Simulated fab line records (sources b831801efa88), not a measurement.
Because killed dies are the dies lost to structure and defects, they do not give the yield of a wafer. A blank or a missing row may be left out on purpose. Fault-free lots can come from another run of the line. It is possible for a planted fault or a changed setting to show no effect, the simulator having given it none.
Check for tools in common || flow sky130 || Lots sampled 13, wafers sampled 45

WHY IT WAS OPENED
At SKY_POLY_GATE_THK_MEAS_21 the reading POLY_GATE_OXIDATION_THK is flagged on 2 of 13 lots. No-fault wafers: 3.99 nm, standard deviation 0.079.
Rule: a lot gets a flag if all its wafers with a number sit over 4 standard deviations from that mean, or if no wafer of it has a number. All remaining lots are regarded as sound.

{"lot": "L654", "measured": "day 15 20:18", "on": "film_metro-03", "POLY_GATE_OXIDATION_THK (nm), wafer by wafer": "4.05 4.08 4.07", "flag": ""}
{"lot": "L655", "measured": "day 16 21:27", "on": "film_metro-03", "POLY_GATE_OXIDATION_THK (nm), wafer by wafer": "3.97 3.92 3.95", "flag": ""}
{"lot": "L656", "measured": "day 16 22:59", "on": "film_metro-04", "POLY_GATE_OXIDATION_THK (nm), wafer by wafer": "4.00 3.86 3.96", "flag": ""}
{"lot": "L658", "measured": "day 18 20:00", "on": "film_metro-03", "POLY_GATE_OXIDATION_THK (nm), wafer by wafer": "4.04 4.04 4.15", "flag": ""}
{"lot": "L660", "measured": "day 19 02:34", "on": "film_metro-04", "POLY_GATE_OXIDATION_THK (nm), wafer by wafer": "3.92 4.00 3.95", "flag": ""}
{"lot": "L661", "measured": "day 19 02:38", "on": "film_metro-02", "POLY_GATE_OXIDATION_THK (nm), wafer by wafer": "3.95 3.96 3.97", "flag": ""}
{"lot": "L664", "measured": "day 20 09:43", "on": "film_metro-04", "POLY_GATE_OXIDATION_THK (nm), wafer by wafer": "4.48 4.52 4.57 4.49 4.50 4.52", "flag": "FLAGGED"}
{"lot": "L667", "measured": "day 21 03:52", "on": "film_metro-03", "POLY_GATE_OXIDATION_THK (nm), wafer by wafer": "4.56 4.59 4.63 4.60 4.61 4.62", "flag": "FLAGGED"}
{"lot": "L669", "measured": "day 23 03:28", "on": "film_metro-03", "POLY_GATE_OXIDATION_THK (nm), wafer by wafer": "4.07 4.12 4.04", "flag": ""}
{"lot": "L672", "measured": "day 23 07:16", "on": "film_metro-03", "POLY_GATE_OXIDATION_THK (nm), wafer by wafer": "4.10 4.06 4.07", "flag": ""}
{"lot": "L674", "measured": "day 24 05:40", "on": "film_metro-04", "POLY_GATE_OXIDATION_THK (nm), wafer by wafer": "4.12 4.08 4.05", "flag": ""}
{"lot": "L675", "measured": "day 24 20:01", "on": "film_metro-04", "POLY_GATE_OXIDATION_THK (nm), wafer by wafer": "3.85 3.81 3.84", "flag": ""}
{"lot": "L677", "measured": "day 24 22:17", "on": "film_metro-03", "POLY_GATE_OXIDATION_THK (nm), wafer by wafer": "3.95 3.91 3.85", "flag": ""}
Average over the flagged lots: 4.56 nm; offset from the usual +0.57 nm, equal to +7 standard deviations.

WHICH TOOL RAN EACH LOT
The record holds 1 process step before the reading, out of a route of 708 steps. In each cell: the tool, then ch and the chambers that the sampled wafers went through, then the start.
{"lot": "L654", "flag": "", "SKY_POLY_GATE_OXIDATION_20": "furnace-02 ch 0, day 15 19:03"}
{"lot": "L655", "flag": "", "SKY_POLY_GATE_OXIDATION_20": "furnace-02 ch 0, day 16 20:12"}
{"lot": "L656", "flag": "", "SKY_POLY_GATE_OXIDATION_20": "furnace-01 ch 0, day 16 21:44"}
{"lot": "L658", "flag": "", "SKY_POLY_GATE_OXIDATION_20": "furnace-02 ch 0, day 18 18:44"}
{"lot": "L660", "flag": "", "SKY_POLY_GATE_OXIDATION_20": "furnace-01 ch 0, day 19 01:19"}
{"lot": "L661", "flag": "", "SKY_POLY_GATE_OXIDATION_20": "furnace-01 ch 0, day 19 01:19"}
{"lot": "L664", "flag": "FLAGGED", "SKY_POLY_GATE_OXIDATION_20": "furnace-02 ch 0, day 20 08:28"}
{"lot": "L667", "flag": "FLAGGED", "SKY_POLY_GATE_OXIDATION_20": "furnace-02 ch 0, day 21 02:37"}
{"lot": "L669", "flag": "", "SKY_POLY_GATE_OXIDATION_20": "furnace-01 ch 0, day 23 02:13"}
{"lot": "L672", "flag": "", "SKY_POLY_GATE_OXIDATION_20": "furnace-01 ch 0, day 23 06:01"}
{"lot": "L674", "flag": "", "SKY_POLY_GATE_OXIDATION_20": "furnace-01 ch 0, day 24 04:25"}
{"lot": "L675", "flag": "", "SKY_POLY_GATE_OXIDATION_20": "furnace-02 ch 0, day 24 18:46"}
{"lot": "L677", "flag": "", "SKY_POLY_GATE_OXIDATION_20": "furnace-01 ch 0, day 24 21:01"}
These steps, and what they do:
- SKY_POLY_GATE_OXIDATION_20: stabilise 600 s, purge 300 s, target thk 4 nm.
- SKY_POLY_GATE_THK_MEAS_21

FLAGGED AGAINST TOTAL, ONE TOOL AT A TIME (gauges that did the reading follow at the end)
{"step": "SKY_POLY_GATE_OXIDATION_20", "tool": "furnace-01", "lots run": 7, "flagged": 0, "share of the flagged lots": "none", "sound lots run after its first flagged lot": "-"}
{"step": "SKY_POLY_GATE_OXIDATION_20", "tool": "furnace-02", "lots run": 6, "flagged": 2, "share of the flagged lots": "all", "sound lots run after its first flagged lot": "1 (L675)"}
{"step": "SKY_POLY_GATE_THK_MEAS_21", "tool": "film_metro-02", "lots run": 1, "flagged": 0, "share of the flagged lots": "none", "sound lots run after its first flagged lot": "-"}
{"step": "SKY_POLY_GATE_THK_MEAS_21", "tool": "film_metro-03", "lots run": 7, "flagged": 1, "share of the flagged lots": "some", "sound lots run after its first flagged lot": "3 (L669,L672,L677)"}
{"step": "SKY_POLY_GATE_THK_MEAS_21", "tool": "film_metro-04", "lots run": 5, "flagged": 1, "share of the flagged lots": "some", "sound lots run after its first flagged lot": "2 (L674,L675)"}

WHAT THE TABLE PERMITS
All flagged lots share 1 row of the table, namely furnace-02 at SKY_POLY_GATE_OXIDATION_20.
- furnace-02 at SKY_POLY_GATE_OXIDATION_20: 2 of its 6 lots flagged. Lots that were sound ran on it after the first flagged one (L675); a persistent fault on the entire tool would not allow that.
No row of the table ran every flagged lot and no sound lot after the first.

WHAT HAD BEEN PUT IN BY THE SIMULATOR
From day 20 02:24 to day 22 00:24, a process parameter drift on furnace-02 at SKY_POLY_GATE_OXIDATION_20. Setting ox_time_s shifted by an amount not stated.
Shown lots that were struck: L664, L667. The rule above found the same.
